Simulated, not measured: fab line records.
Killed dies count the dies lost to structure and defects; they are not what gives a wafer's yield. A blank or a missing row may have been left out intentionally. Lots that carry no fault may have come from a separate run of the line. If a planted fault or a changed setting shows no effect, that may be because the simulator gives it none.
Matching of chambers ; flow sky130 ; SKY_VIA2_ETCH_15 on rie diel-02: 4 sister chambers
The step etches SiO2 in C4F8/O2/Ar, stops on TiN, target depth 546 nm, time 84 s. 8 wafers are shown with their chamber, then 8 later ones without.

## WAFERS, EACH WITH ITS CHAMBER
wafer;chamber;oes product au (a.u.)
L076.6;0;0.939
L085.6;0;0.931
L086.5;1;0.939
L086.6;2;0.944
L089.3;3;0.940
L089.4;2;0.945
L089.5;1;0.936
L090.2;3;0.936

## WAFERS WITHOUT THEIR CHAMBER
wafer;oes product au (a.u.)
L090.3;0.941
L090.5;0.939
L091.1;0.944
L091.3;0.947
L091.6;0.943
L097.1;0.944
L097.3;0.950
L097.4;0.935

## WHICH CHAMBER EACH ONE RAN IN
wafer;from the rows above;in truth
L090.3;can't be placed: 3 or 1 or 2 or 0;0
L090.5;can't be placed: 3 or 1 or 0 or 2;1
L091.1;can't be placed: 2 or 3 or 1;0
L091.3;can't be placed: 2 or 3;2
L091.6;can't be placed: 2 or 3 or 1 or 0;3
L097.1;can't be placed: 2 or 3 or 1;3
L097.3;can't be placed: 2 or 3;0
L097.4;can't be placed: 0 or 1 or 3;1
0 of 8 placed correctly. From these rows, 8 cannot be placed; in 6 the true chamber is one of the candidates. 0 placed wrongly.
How it was worked out, from the rows above alone: a wafer's distance from a chamber is the root of the sum, over the readings, of the square of ((its reading less the chamber's mean) divided by the reading's scatter). The wafer belongs to the nearest chamber; if the next one is less than 2 further off, it can't be placed. For every chamber, the mean is computed from those of its wafers that are shown. The scatter: the root of (the sum of the squares of (reading less its chamber's mean) over the shown wafers, divided by (wafers less chambers)).
